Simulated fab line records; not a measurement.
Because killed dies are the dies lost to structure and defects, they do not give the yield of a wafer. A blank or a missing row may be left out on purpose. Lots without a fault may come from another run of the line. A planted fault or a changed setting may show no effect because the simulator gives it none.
What tool caused it? | flow gf180mcu | 12 lots with 36 wafers sampled at 4 steps, on a route of 602 steps

WHAT THE GAUGES READ, wafer by wafer
GF_M2_THK_MEAS_06: measures by xrf.
lot  | measured     | on            | M2_ALCU_THK (nm)
L342 | day 18 13:41 | film_metro-03 | 444 441 442
L344 | day 18 18:35 | film_metro-02 | 452 460 458
L346 | day 19 19:20 | film_metro-01 | 443 450 449
L347 | day 20 02:16 | film_metro-02 | 453 449 452
L348 | day 20 19:26 | film_metro-01 | 448 441 451
L351 | day 21 17:50 | film_metro-03 | 452 455 457
L352 | day 22 11:46 | film_metro-01 | 447 455 445
L353 | day 22 17:17 | film_metro-03 | 451 450 450
L355 | day 23 01:38 | film_metro-01 | 444 443 445
L360 | day 24 19:10 | film_metro-01 | 453 441 451
L363 | day 25 18:22 | film_metro-01 | 448 446 451
L364 | day 26 01:38 | film_metro-01 | 446 448 450

GF_V2_RS_MEAS_24: the measuring method here is four-point-probe.
lot  | measured     | on            | V2_W_RS (ohm/sq)
L342 | day 20 15:33 | film_metro-03 | 0.329 0.330 0.324
L344 | day 20 21:32 | film_metro-04 | 0.328 0.322 0.323
L346 | day 21 21:26 | film_metro-03 | 0.335 0.326 0.331
L347 | day 22 04:22 | film_metro-01 | 0.334 0.331 0.329
L348 | day 22 21:28 | film_metro-03 | 0.328 0.321 0.328
L351 | day 23 18:35 | film_metro-01 | 0.331 0.325 0.323
L352 | day 24 10:06 | film_metro-03 | 0.327 0.329 0.322
L353 | day 24 16:34 | film_metro-03 | 0.326 0.323 0.324
L355 | day 25 00:40 | film_metro-03 | 0.328 0.329 0.331
L360 | day 26 14:17 | film_metro-03 | 0.332 0.343 0.335
L363 | day 27 13:32 | film_metro-01 | 0.330 0.320 0.329
L364 | day 27 20:13 | film_metro-01 | 0.326 0.331 0.329

TOOL THAT RAN EACH LOT (tool first, then ch and the chambers of the sampled wafers, then the start)
lot  | GF_M2_SPUTTER_04             | GF_V2_CVD_23
L342 | pvd_sputter-02, day 18 13:31 | cvd_w-01 ch 0,1, day 20 15:26
L344 | pvd_sputter-03, day 18 18:25 | cvd_w-01 ch 0,1, day 20 21:26
L346 | pvd_sputter-02, day 19 19:10 | cvd_w-02 ch 0,1, day 21 21:20
L347 | pvd_sputter-01, day 20 02:05 | cvd_w-02 ch 0,1, day 22 04:14
L348 | pvd_sputter-02, day 20 19:14 | cvd_w-01 ch 0,1, day 22 21:20
L351 | pvd_sputter-01, day 21 17:40 | cvd_w-02 ch 0,1, day 23 18:28
L352 | pvd_sputter-03, day 22 11:36 | cvd_w-02 ch 0,1, day 24 09:59
L353 | pvd_sputter-02, day 22 17:07 | cvd_w-02 ch 0,1, day 24 16:26
L355 | pvd_sputter-02, day 23 01:28 | cvd_w-01 ch 0,1, day 25 00:32
L360 | pvd_sputter-03, day 24 18:59 | cvd_w-02 ch 1, day 26 14:06
L363 | pvd_sputter-02, day 25 18:12 | cvd_w-01 ch 0,1, day 27 13:24
L364 | pvd_sputter-02, day 26 01:28 | cvd_w-01 ch 0,1, day 27 20:07
- GF_M2_SPUTTER_04: material TiN, target thk 50 nm, time 41.7 s.
- GF_V2_CVD_23: deposits W, target thk 350 nm, time 104.94 s.

WHAT THE TOOLS THEMSELVES READ (means of the sampled wafers that have a number; where no wafer has one, the mark that the record gives instead)
GF_M2_SPUTTER_04.
lot  | tool           | throttle_valve_pct (%)
L342 | pvd_sputter-02 | 29.6
L344 | pvd_sputter-03 | 30.1
L346 | pvd_sputter-02 | 29.6
L347 | pvd_sputter-01 | 30.3
L348 | pvd_sputter-02 | 30.2
L351 | pvd_sputter-01 | 30.3
L352 | pvd_sputter-03 | 30.2
L353 | pvd_sputter-02 | 30.2
L355 | pvd_sputter-02 | 29.7
L360 | pvd_sputter-03 | 30.5
L363 | pvd_sputter-02 | 31.0
L364 | pvd_sputter-02 | 30.3

GF_V2_CVD_23.
lot  | tool     | heater_power_outer_w (W) | heater_power_w (W)
L342 | cvd_w-01 | 566                      | 934
L344 | cvd_w-01 | 549                      | 876
L346 | cvd_w-02 | 569                      | 915
L347 | cvd_w-02 | 579                      | 895
L348 | cvd_w-01 | 562                      | 926
L351 | cvd_w-02 | 537                      | 871
L352 | cvd_w-02 | 540                      | 850
L353 | cvd_w-02 | 541                      | 867
L355 | cvd_w-01 | 576                      | 940
L360 | cvd_w-02 | 603                      | 953
L363 | cvd_w-01 | 573                      | 929
L364 | cvd_w-01 | 580                      | 945

THE ANSWER, worked out from the rows above alone
Rule: what is usual is taken from the lots themselves. Put in order of their means at a reading, lots are off if they are a third of the lots or fewer, leave a main group of 4 or more, and stand apart from it by a gap of 3 or more times the standard deviation of the main group's means; of several such gaps the widest counts. A main group is skipped when, at the precision printed for the reading in the tables above, its means are all equal. A lot without any number at a reading at which 4 lots or more have one is off too. All remaining lots with rows at the step are treated as sound. Order of review: gauges by route order, followed by the tools' own readings, for which a lot's mean as printed above is used. The first step at which some lot is off is used, and at that step the reading that is off furthest; a lot without a number counts as furthest.
No lot is off on any of the readings shown, so nothing can be concluded from this.

WHAT HAD BEEN PUT IN BY THE SIMULATOR
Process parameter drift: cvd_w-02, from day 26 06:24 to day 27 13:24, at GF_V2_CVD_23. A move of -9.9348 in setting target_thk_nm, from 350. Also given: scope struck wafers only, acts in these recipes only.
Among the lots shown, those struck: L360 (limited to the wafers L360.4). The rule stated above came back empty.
